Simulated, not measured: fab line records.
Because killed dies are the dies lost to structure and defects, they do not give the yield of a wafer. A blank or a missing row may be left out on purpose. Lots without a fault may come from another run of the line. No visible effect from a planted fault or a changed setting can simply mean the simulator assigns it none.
The tool behind it: which one? + flow gf180mcu + 30 wafers from 10 lots sampled at 5 of the route's 602 steps

WHAT EACH GAUGE READ, for each wafer
GF_TOP_METAL_RS_MEAS_05: a four-point-probe measurement.
| lot  | measured     | on            | TOP_METAL_ALCU_RS (ohm/sq) |
|------|--------------|---------------|----------------------------|
| L495 | day 27 03:32 | film-metro-04 | 0.0329 0.0323 0.0326       |
| L501 | day 29 06:02 | film-metro-04 | 0.0328 0.0328 0.0326       |
| L502 | day 29 14:51 | film-metro-01 | 0.0325 0.0324 0.0330       |
| L503 | day 29 18:57 | film-metro-01 | 0.0331 0.0330 0.0329       |
| L504 | day 30 07:57 | film-metro-04 | 0.0319 0.0325 0.0327       |
| L505 | day 30 10:35 | film-metro-04 | 0.0316 0.0313 0.0314       |
| L506 | day 30 13:25 | film-metro-04 | 0.0325 0.0326 0.0327       |
| L507 | day 30 21:38 | film-metro-01 | 0.0310 0.0313 0.0313       |
| L515 | day 32 23:42 | film-metro-04 | 0.0325 0.0326 0.0326       |
| L518 | day 33 14:10 | film-metro-04 | 0.0329 0.0324 0.0330       |

WHICH TOOL RAN EACH LOT (tool, then ch and the chambers of the sampled wafers, then the start)
| lot  | GF_M4_SPUTTER_03             | GF_MIM_SPUTTER_03            | GF_V5_CVD_02                    | GF_TOP_METAL_SPUTTER_02      |
|------|------------------------------|------------------------------|---------------------------------|------------------------------|
| L495 | pvd-sputter-01, day 22 07:07 | pvd-sputter-04, day 24 07:59 | pecvd-04 ch 0,2, day 26 05:32   | pvd-sputter-01, day 27 03:26 |
| L501 | pvd-sputter-02, day 24 17:43 | pvd-sputter-03, day 26 15:26 | pecvd-02 ch 0,1,2, day 28 08:56 | pvd-sputter-04, day 29 05:54 |
| L502 | pvd-sputter-02, day 25 03:31 | pvd-sputter-04, day 27 00:08 | pecvd-03 ch 0,1,2, day 28 17:30 | pvd-sputter-01, day 29 14:42 |
| L503 | pvd-sputter-02, day 25 08:14 | pvd-sputter-04, day 27 05:08 | pecvd-03 ch 1,2, day 28 21:35   | pvd-sputter-02, day 29 18:52 |
| L504 | pvd-sputter-01, day 25 23:21 | pvd-sputter-04, day 27 18:58 | pecvd-04 ch 1,2, day 29 11:14   | pvd-sputter-02, day 30 07:52 |
| L505 | pvd-sputter-01, day 26 00:55 | pvd-sputter-01, day 27 21:26 | pecvd-02 ch 0,1, day 29 13:49   | pvd-sputter-02, day 30 10:30 |
| L506 | pvd-sputter-01, day 26 03:57 | pvd-sputter-01, day 28 00:23 | pecvd-02 ch 0,2, day 29 17:09   | pvd-sputter-01, day 30 13:17 |
| L507 | pvd-sputter-01, day 26 14:09 | pvd-sputter-01, day 28 09:44 | pecvd-04 ch 0,2, day 30 01:26   | pvd-sputter-02, day 30 21:32 |
| L515 | pvd-sputter-04, day 29 00:00 | pvd-sputter-04, day 30 16:22 | pecvd-04 ch 0,2, day 32 05:02   | pvd-sputter-01, day 32 23:33 |
| L518 | pvd-sputter-02, day 29 16:00 | pvd-sputter-03, day 31 08:02 | pecvd-03 ch 0,1,2, day 32 19:41 | pvd-sputter-04, day 33 14:05 |
- GF_M4_SPUTTER_03: material Ti, target thk 10 nm, time 6.7 s.
- GF_MIM_SPUTTER_03: material Ti, target thk 10 nm, time 6.7 s.
- GF_V5_CVD_02: deposits SiO2 from TEOS, target thk 1450 nm, time 163.28 s.
- GF_TOP_METAL_SPUTTER_02: material AlCu, target thk 900 nm, time 47.82 s.

THE ANSWER, worked out from the rows above alone
Rule: the usual values come from the lots themselves. The widest of any qualifying gaps counts: lots, ordered by their means at a reading, are off when they make up no more than a third of the lots, leave a main group of 4 or more, and stand apart from it by 3 or more times the standard deviation of that group's means. A main group whose means are all the same, to the digits that the tables above print for the reading, isn't used. Also off: a lot with no number at a reading for which 4 or more lots have one. Where the step has rows for the other lots, those lots are counted as sound.
Off: L505, L507, at GF_TOP_METAL_RS_MEAS_05 (TOP_METAL_ALCU_RS). The main group: mean 0.0327 ohm/sq, standard deviation 0.00017.
A tool fits if, at a process step before that reading, it ran every lot that is off, and no sound lot after the first of them. Gauges at GF_TOP_METAL_RS_MEAS_05: tried the same way as those tools. One fits: pvd-sputter-02 at GF_TOP_METAL_SPUTTER_02. Its last sound lot is L504 (day 30 07:52), its first lot that is off L505 (day 30 10:30): a fault that began between those two fits.

WHAT THE SIMULATOR PUT IN
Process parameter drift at GF_TOP_METAL_SPUTTER_02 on pvd-sputter-02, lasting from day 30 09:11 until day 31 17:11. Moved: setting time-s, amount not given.
Struck lots among those shown: L505, L507. Same finding as the rule above.
